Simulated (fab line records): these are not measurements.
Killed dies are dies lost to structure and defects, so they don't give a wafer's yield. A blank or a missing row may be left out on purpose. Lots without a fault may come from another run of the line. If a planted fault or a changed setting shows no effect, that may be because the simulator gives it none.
What tool caused it? || flow sky130 || 6 lots, 17 wafers sampled, at 3 steps of a route of 708

== WHAT THE GAUGES READ, wafer by wafer ==
SKY_SD_P_CD_MEAS_07: target cd 380 nm.
{"lot": "L989", "measured": "day 26 02:55", "on": "cdSem-01", "cdNm (nm)": "380.5 379.7 380.9"}
{"lot": "L991", "measured": "day 26 22:10", "on": "cdSem-01", "cdNm (nm)": "380.9 378.6 376.9"}
{"lot": "L993", "measured": "day 27 19:24", "on": "cdSem-01", "cdNm (nm)": "380.3 380.8 379.2"}
{"lot": "L995", "measured": "day 28 04:04", "on": "cdSem-01", "cdNm (nm)": "377.9 379.5 382.3"}
{"lot": "L999", "measured": "day 29 20:48", "on": "cdSem-02", "cdNm (nm)": "378.2 380.5 377.4"}
{"lot": "L102", "measured": "day 30 09:46", "on": "cdSem-01", "cdNm (nm)": "372.0 382.9 372.1 383.4"}

== WHAT TOOL EACH LOT RAN ON (gives the tool, then ch and the chambers of the sampled wafers, and finally the start) ==
{"lot": "L989", "SKY_RES_PROTECT_STRIP_07": "plasmaAsher-01 ch 0,1, day 15 20:27", "SKY_SD_P_DEVELOP_06": "lithoTrack-02 ch 0, day 26 02:46"}
{"lot": "L991", "SKY_RES_PROTECT_STRIP_07": "plasmaAsher-01 ch 0,1, day 16 15:58", "SKY_SD_P_DEVELOP_06": "lithoTrack-02 ch 0, day 26 22:01"}
{"lot": "L993", "SKY_RES_PROTECT_STRIP_07": "plasmaAsher-01 ch 0,1, day 17 07:59", "SKY_SD_P_DEVELOP_06": "lithoTrack-02 ch 0, day 27 19:16"}
{"lot": "L995", "SKY_RES_PROTECT_STRIP_07": "plasmaAsher-01 ch 0,1, day 17 21:35", "SKY_SD_P_DEVELOP_06": "lithoTrack-04 ch 0, day 28 03:55"}
{"lot": "L999", "SKY_RES_PROTECT_STRIP_07": "plasmaAsher-03 ch 0,1, day 19 16:33", "SKY_SD_P_DEVELOP_06": "lithoTrack-03 ch 0, day 29 20:39"}
{"lot": "L102", "SKY_RES_PROTECT_STRIP_07": "plasmaAsher-03 ch 0,1, day 20 08:10", "SKY_SD_P_DEVELOP_06": "lithoTrack-02 ch 0, day 30 09:38"}
- SKY_RES_PROTECT_STRIP_07: strips in O2/N2.
- SKY_SD_P_DEVELOP_06: develop time 60 s.

== THE ANSWER, worked out from the rows above alone ==
Rule: usual is defined by the lots themselves. Put in order of their means at a reading, lots are off if they are a third of the lots or fewer, leave a main group of 4 or more, and stand apart from it by a gap of 3 or more times the standard deviation of the main group's means; of several such gaps the widest counts. A main group whose means are all the same, to the digits that the tables above print for the reading, isn't used. Also off: a lot with no number at a reading for which 4 or more lots have one. Where the step has rows for the other lots, those lots are counted as sound.
No lot is off on any of the readings shown, so nothing can be concluded from this.

== WHAT THE SIMULATOR HAD PUT IN ==
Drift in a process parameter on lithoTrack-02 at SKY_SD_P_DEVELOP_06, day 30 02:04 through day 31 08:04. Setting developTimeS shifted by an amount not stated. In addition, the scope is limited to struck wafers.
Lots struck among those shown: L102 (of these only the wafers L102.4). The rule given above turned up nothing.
